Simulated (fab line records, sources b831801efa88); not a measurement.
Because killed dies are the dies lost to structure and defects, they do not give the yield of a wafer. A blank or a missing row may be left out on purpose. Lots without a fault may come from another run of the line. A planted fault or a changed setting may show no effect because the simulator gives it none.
fab line records | flow sky130
record lots=12 wafers=36 lastDay=50
route steps=708 shown PWDE@54 METAL3@532 METAL5@661 PAD_OPEN@708
lots untouched by any fault: they come from a run of this same line in which no faults occurred
startH: hours from the record's first day to the start of the lot's first wafer shown | waitH: hours since the lot's step before | " repeats the value in the row above | L1.1+2: a single row standing in for several wafers | - no value, or no start given | * or withheld: withheld | < > ~ a bound
route shown NAME@n: names a module that has steps shown in the file, with the first one's number in the route | usual: average and standard deviation across the fault-free wafers | same: alike in all rows | chamber/n: place in a boat | sites: per-site readings | _std_site: the standard deviation of these | _edge_site: outer sites' mean less inner sites' | radiusMm: for every site, how far away it sits from the centre of the wafer | mask NAME#n: copy n | behind: the most recent tool/chamber to have shaped the wafer | hold: what put the lot on hold/how long, in hours/how the hold closed | device: which transistor (n, p or np) failed to switch | end of line: at the end of the route, the tests of the same wafers | for a step that has no rows: nothing shown but its recipe | killed: dies that structure and defects cost at the first sort, which is not the same as the wafer's yield | map: a wafer's dies, marking killed ones x, the rest . and places with no die _
set.NAME: setting as actually run; set.NAME@STEP: the setting as run at that earlier step | model.NAME: the simulator's own value behind a step, which no gauge read
a sample of lots followed through the steps of the route, with each step as a table and each wafer as a row
services: a tool's chamber out of use, with start hour (startH, from the record's first day; less than 0 if before it), hours out, and reason
## steps
# step SKY_PWDE_STRIP_09
# recipe chemistry=O2/N2 powerW=1400 pressureMtorr=1500 platenTempC=withheld o2FlowSccm=3000 n2FlowSccm=300 overashFraction=0.5
# usual drypumpMotorCurrentA=5.62/0.27 oesProductAu=0.722/0.0042 stripTimeToEndpointS=36.90/0.11
# columns lot.wafer tool chamber startH waitH drypumpMotorCurrentA oesProductAu rfHoursCounterH stripTimeToEndpointS
L635.1 plasmaAsher-03 1 70.67 0.1 5.77 0.719 40 36.66
L635.3 " 1 " " 5.76 0.725 - 36.89
L635.5 " 0 " " 5.31 0.724 - 36.80
L639.1 plasmaAsher-03 0 95.53 0.1 5.32 0.723 43 36.87
L639.5 " 0 " " 5.32 0.726 - 36.83
L639.6 " 1 " " 5.73 0.720 - 36.93
L640.3 plasmaAsher-03 0 101.01 0.1 5.32 0.720 - 36.65
L640.4 " 1 " " 5.71 0.723 - 36.87
L640.5 " 1 " " 5.73 0.725 - 36.96
L641.3 plasmaAsher-04 0 105.86 0.1 5.78 0.722 - 37.05
L641.4 " 1 " " 6.09 0.717 - 37.19
L641.5 " 0 " " 5.77 0.722 - 37.03
L642.1 plasmaAsher-03 1 108.73 0.1 5.76 0.718 45 37.00
L642.3 " 0 " " 5.31 0.719 - 37.03
L642.5 " 0 " " 5.32 0.722 - 36.82
L643.3 plasmaAsher-04 0 114.90 0.1 5.75 0.720 - 36.81
L643.4 " 1 " " 6.08 0.735 - 36.84
L643.5 " 0 " " 5.73 0.728 - 36.76
L647.1 plasmaAsher-04 0 136.52 0.1 5.73 0.721 32 37.05
L647.5 " 1 " " 6.05 0.724 - 36.95
L647.6 " 0 " " 5.76 0.730 - 37.11
L649.2 plasmaAsher-04 0 147.08 0.1 5.76 0.717 33 36.71
L649.5 " 1 " " 6.09 0.730 - 36.87
L649.6 " 0 " " 5.74 0.716 - 36.89
L654.1 plasmaAsher-03 1 188.02 0.1 5.73 0.721 54 36.85
L654.2 " 0 " " 5.31 0.721 54 36.81
L654.6 " 0 " " 5.32 0.722 - 36.88
L656.3 plasmaAsher-03 1 191.81 0.1 5.76 0.712 - 36.84
L656.4 " 0 " " 5.30 0.722 - 36.90
L656.5 " 0 " " 5.32 0.723 - 36.92
L657.2 plasmaAsher-02 0 197.63 0.1 5.30 0.719 3 36.83
L657.3 " 1 " " 5.64 0.719 - 36.80
L657.4 " 0 " " 5.31 0.726 - 36.84
L658.4 plasmaAsher-03 0 203.56 0.1 5.32 0.722 - 36.89
L658.5 " 0 " " 5.31 0.724 - 36.95
L658.6 " 1 " " 5.73 0.723 - 37.01
# step SKY_METAL3_SPUTTER_00
# recipe material=Ti targetThkNm=15 powerW=3000 timeS=10 chamberPressurePa=0.4
# usual cathodeDcPowerW=3000.1/0.58 throttleValvePct=29.8/0.98
# columns lot.wafer tool chamber startH waitH cathodeDcPowerW throttleValvePct
L635.1 pvdSputter-02 - 848.44 0.1 2999.8 30.3
L635.3 " - " " 2999.0 28.4
L635.5 " - " " 3000.4 28.4
L639.1 pvdSputter-02 - 876.22 0.1 3000.4 28.3
L639.5 " - " " 3000.5 28.2
L639.6 " - " " 2999.7 30.9
L640.3 pvdSputter-02 - 895.68 0.2 2998.9 30.6
L640.4 " - " " 2999.2 30.1
L640.5 " - " " 2999.4 28.5
L641.3 pvdSputter-03 - 900.03 0.2 3000.4 30.3
L641.4 " - " " 3000.4 30.9
L641.5 " - " " 3000.6 30.1
L642.1 pvdSputter-02 - 901.83 0.2 3000.5 28.4
L642.3 " - " " 3001.2 28.0
L642.5 " - " " 3000.0 28.3
L643.3 pvdSputter-03 - 916.60 0.2 3001.3 29.8
L643.4 " - " " 3000.1 30.4
L643.5 " - " " 2999.7 30.0
L647.1 pvdSputter-03 - 942.31 0.2 2999.5 29.6
L647.5 " - " " 3000.8 30.4
L647.6 " - " " 3000.0 31.0
L649.2 pvdSputter-04 - 975.57 0.2 3000.0 29.8
L649.5 " - " " 2999.7 28.5
L649.6 " - " " 3000.9 31.3
L654.1 pvdSputter-02 - 1003.99 0.1 3000.3 30.6
L654.2 " - " " 3000.1 28.3
L654.6 " - " " 2999.4 28.5
L656.3 pvdSputter-03 - 1004.88 0.2 3000.1 31.1
L656.4 " - " " 2999.9 30.2
L656.5 " - " " 3000.0 30.9
L657.2 pvdSputter-02 - 1023.75 0.1 3000.1 28.4
L657.3 " - " " 2999.9 30.9
L657.4 " - " " 3000.1 28.3
L658.4 pvdSputter-04 - 1028.15 0.2 3000.3 28.7
L658.5 " - " " 3001.0 28.8
L658.6 " - " " 3000.3 31.1
# step SKY_METAL3_SPUTTER_01
# recipe material=TiN targetThkNm=20 powerW=6500 timeS=16.7 chamberPressurePa=0.4
# usual cathodeDcPowerW=6499.9/1.1 throttleValvePct=29.8/0.98
# columns lot.wafer tool chamber startH waitH cathodeDcPowerW throttleValvePct
L635.1 pvdSputter-02 - 848.46 0.0 6500.1 30.0
L635.3 " - " " 6499.9 27.8
L635.5 " - " " 6500.2 28.3
L639.1 pvdSputter-02 - 876.24 0.0 6499.0 28.4
L639.5 " - " " 6500.0 28.0
L639.6 " - " " 6497.8 30.8
L640.3 pvdSputter-02 - 895.70 0.0 6501.5 30.9
L640.4 " - " " 6499.5 30.1
L640.5 " - " " 6500.6 28.5
L641.3 pvdSputter-03 - 900.06 0.0 6499.4 30.3
L641.4 " - " " 6499.3 30.8
L641.5 " - " " 6501.1 30.3
L642.1 pvdSputter-02 - 901.86 0.0 6498.4 28.8
L642.3 " - " " 6501.9 28.1
L642.5 " - " " 6501.5 28.2
L643.3 pvdSputter-03 - 916.62 0.0 6499.3 29.9
L643.4 " - " " 6499.1 30.3
L643.5 " - " " 6499.2 30.4
L647.1 pvdSputter-03 - 942.34 0.0 6499.8 29.7
L647.5 " - " " 6499.0 30.4
L647.6 " - " " 6498.8 30.8
L649.2 pvdSputter-04 - 975.59 0.0 6500.0 30.0
L649.5 " - " " 6501.2 28.9
L649.6 " - " " 6501.2 31.1
L654.1 pvdSputter-02 - 1004.01 0.0 6501.1 30.6
L654.2 " - " " 6501.3 28.3
L654.6 " - " " 6500.6 28.1
L656.3 pvdSputter-03 - 1004.90 0.0 6500.3 30.7
L656.4 " - " " 6499.2 30.0
L656.5 " - " " 6497.4 31.2
L657.2 pvdSputter-02 - 1023.78 0.0 6500.7 28.5
L657.3 " - " " 6499.7 30.5
L657.4 " - " " 6499.7 28.2
L658.4 pvdSputter-04 - 1028.18 0.0 6497.5 28.8
L658.5 " - " " 6497.7 29.0
L658.6 " - " " 6500.1 31.2
# step SKY_METAL5_SPUTTER_00
# recipe material=Ti targetThkNm=15 powerW=3000 timeS=10 chamberPressurePa=0.4
# usual cathodeDcPowerW=3000.0/0.51 throttleValvePct=29.6/1
# columns lot.wafer tool chamber startH waitH cathodeDcPowerW throttleValvePct
L635.1 pvdSputter-02 - 1005.38 0.2 2999.7 30.7
L635.3 " - " " 2999.7 28.3
L635.5 " - " " 2999.8 28.2
L639.1 pvdSputter-01 - 1030.74 0.1 3001.2 28.6
L639.5 " - " " 3000.6 31.1
L639.6 " - " " 3000.3 28.5
L640.3 pvdSputter-03 - 1046.61 0.1 3000.4 30.0
L640.4 " - " " 2999.6 30.4
L640.5 " - " " 3000.3 30.1
L641.3 pvdSputter-02 - 1051.93 0.2 2999.6 28.3
L641.4 " - " " 3000.5 30.0
L641.5 " - " " 2999.9 30.7
L642.1 pvdSputter-02 - 1053.50 0.1 3000.6 30.8
L642.3 " - " " 3000.5 30.4
L642.5 " - " " 2999.5 28.2
L643.3 pvdSputter-02 - 1061.35 0.1 3000.7 30.8
L643.4 " - " " 2999.7 28.3
L643.5 " - " " 2999.7 30.9
L647.1 pvdSputter-02 - 1082.36 0.2 3001.1 28.1
L647.5 " - " " 2999.5 28.4
L647.6 " - " " 2999.5 30.4
L649.2 pvdSputter-03 - 1114.22 0.1 2999.9 31.0
L649.5 " - " " 2999.4 30.0
L649.6 " - " " 2999.9 30.4
L654.1 pvdSputter-01 - 1138.92 0.2 2999.1 31.0
L654.2 " - " " 3000.3 28.5
L654.6 " - " " 2999.7 28.4
L656.3 pvdSputter-03 - 1139.57 0.1 3000.6 30.1
L656.4 " - " " 3000.3 30.0
L656.5 " - " " 2999.9 30.3
L657.2 pvdSputter-03 - 1153.41 0.2 2999.5 30.5
L657.3 " - " " 2999.2 30.2
L657.4 " - " " 2999.4 30.9
L658.4 pvdSputter-01 - 1158.83 0.2 3000.3 28.6
L658.5 " - " " 2999.5 28.7
L658.6 " - " " 2999.6 28.3
# step SKY_PAD_OPEN_PROBE_99
# usual killed_at_M0_to_M3=43/6.9 killed_at_M4_up=3.1/1.9 killedAtContacts=24/5.4 killedAtFrontEnd=14/4.3 killedAtOther=0.3/0.53 killedDies=84/9.5 killedOpen=46/6.8 killedShort=38/6
# same grossDies=492 killedAtBackSide=0
# columns lot.wafer tool chamber startH waitH killed_at_M0_to_M3 killed_at_M4_up killedAtContacts killedAtFrontEnd killedAtOther killedDies killedOpen killedShort
L647.1 prober-02 - 1143.76 0.1 45 3 22 54 0 124 37 41
L647.5 prober-02 - 1143.96 0.2 39 4 20 12 1 76 37 39
L647.6 prober-02 - 1144.01 0.2 46 4 16 53 1 120 44 38
L649.2 prober-01 - 1171.77 0.1 41 3 22 52 0 118 48 28
L649.5 prober-01 - 1171.92 0.2 33 2 20 12 0 67 31 36
L649.6 prober-01 - 1171.97 0.2 55 2 27 55 0 139 51 43
# killed by level:class
L647.1 PWDE:unspecified=45 VIA1:geometricParticle:open=9 LI_CONTACT:geometricParticle:open=7 VIA2:geometricParticle:open=6 METAL1:geometricParticle:short=6 CONTACT:geometricParticle:open=5 VIA1:geometricParticle:short=5 VIA2:geometricParticle:short=5
L647.5 VIA1:geometricParticle:open=11 METAL2:geometricParticle:short=8 VIA3:geometricParticle:open=7 CONTACT:geometricParticle:short=6 METAL1:geometricParticle:short=6 CONTACT:geometricParticle:open=5 POLY_GATE:geometricParticle:open=4 LI_CONTACT:geometricParticle:short=4
L647.6 PWDE:unspecified=38 VIA2:geometricParticle:open=8 VIA1:geometricParticle:open=8 CONTACT:geometricParticle:open=7 VIA1:geometricParticle:short=6 VIA3:geometricParticle:short=5 VIA3:geometricParticle:open=4 POLY_GATE:geometricParticle:open=4
L649.2 PWDE:unspecified=42 VIA1:geometricParticle:open=11 CONTACT:geometricParticle:open=9 LI_CONTACT:geometricParticle:open=8 VIA3:geometricParticle:open=8 VIA3:geometricParticle:short=5 VIA2:geometricParticle:open=4 FIELD_ISO:geometricParticle:short=3
L649.5 METAL2:geometricParticle:short=8 CONTACT:geometricParticle:open=8 VIA1:geometricParticle:open=7 METAL1:geometricParticle:short=6 FIELD_ISO:geometricParticle:short=5 LI_CONTACT:geometricParticle:open=4 LOCAL_INTERCONNECT:geometricParticle:short=4 VIA2:geometricParticle:open=4
L649.6 PWDE:unspecified=45 VIA1:geometricParticle:open=16 CONTACT:geometricParticle:open=10 METAL1:geometricParticle:short=8 VIA3:geometricParticle:open=7 METAL2:geometricParticle:short=6 VIA2:geometricParticle:open=6 LI_CONTACT:geometricParticle:open=5
## services
# columns tool chamber startH hours kind
plasmaAsher-03 - 64.41 0.9 repair
plasmaAsher-04 - 123.31 2.0 repair
plasmaAsher-04 - 129.92 0.5 repair
pvdSputter-03 - 181.32 6.8 repair
pvdSputter-02 - 213.61 2.2 repair
pvdSputter-03 - 284.85 14.1 repair
pvdSputter-02 - 344.09 4.9 repair
pvdSputter-03 - 369.27 1.0 repair
pvdSputter-02 - 408.09 1.1 repair
plasmaAsher-03 - 421.25 9.0 pm
plasmaAsher-04 - 467.00 0.3 repair
plasmaAsher-03 - 519.50 0.5 repair
plasmaAsher-04 - 532.02 2.8 pm
pvdSputter-03 - 609.95 1.8 repair
pvdSputter-02 - 639.55 2.6 repair
plasmaAsher-03 - 801.79 5.6 repair
pvdSputter-02 - 850.71 7.7 repair
plasmaAsher-03 - 854.29 2.8 pm
pvdSputter-03 - 938.90 3.0 repair
pvdSputter-03 - 974.23 3.2 repair
pvdSputter-02 - 986.64 3.1 repair
plasmaAsher-03 - 1036.43 1.5 repair
plasmaAsher-03 - 1065.78 2.9 repair
plasmaAsher-03 - 1068.72 15.6 pm
## key
firstSign step=SKY_PAD_OPEN_PROBE_99 reading=killedAtFrontEnd direction=up sigmas=9.2 usual=14 struck=54
effect step=SKY_PAD_OPEN_PROBE_99 reading=killedDies direction=up sigmas=4.4 usual=84 struck=125
metAt SKY_PWDE_STRIP_09
struckLots L647,L649
struckWafers L647.1,L647.6,L649.2,L649.6
testerLeftOut L647,L649
notActingAt SKY_METAL3_SPUTTER_00,SKY_METAL3_SPUTTER_01,SKY_METAL5_SPUTTER_00
onsetBetween 114.90 136.52
fault kind=chamberParticleSource tool=plasmaAsher-04 chamber=0 onsetH=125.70 steps=SKY_PWDE_STRIP_09 ratePerVisitCm2=0.46635 endH=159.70
# testerLeftOut: of these lots the tester's yield and bins aren't shown, on N5 and GAA mostly nor the transistor test; their killed dies are dies lost to structure and defects alone, not to doping, threshold or leakage, so they don't give the yield
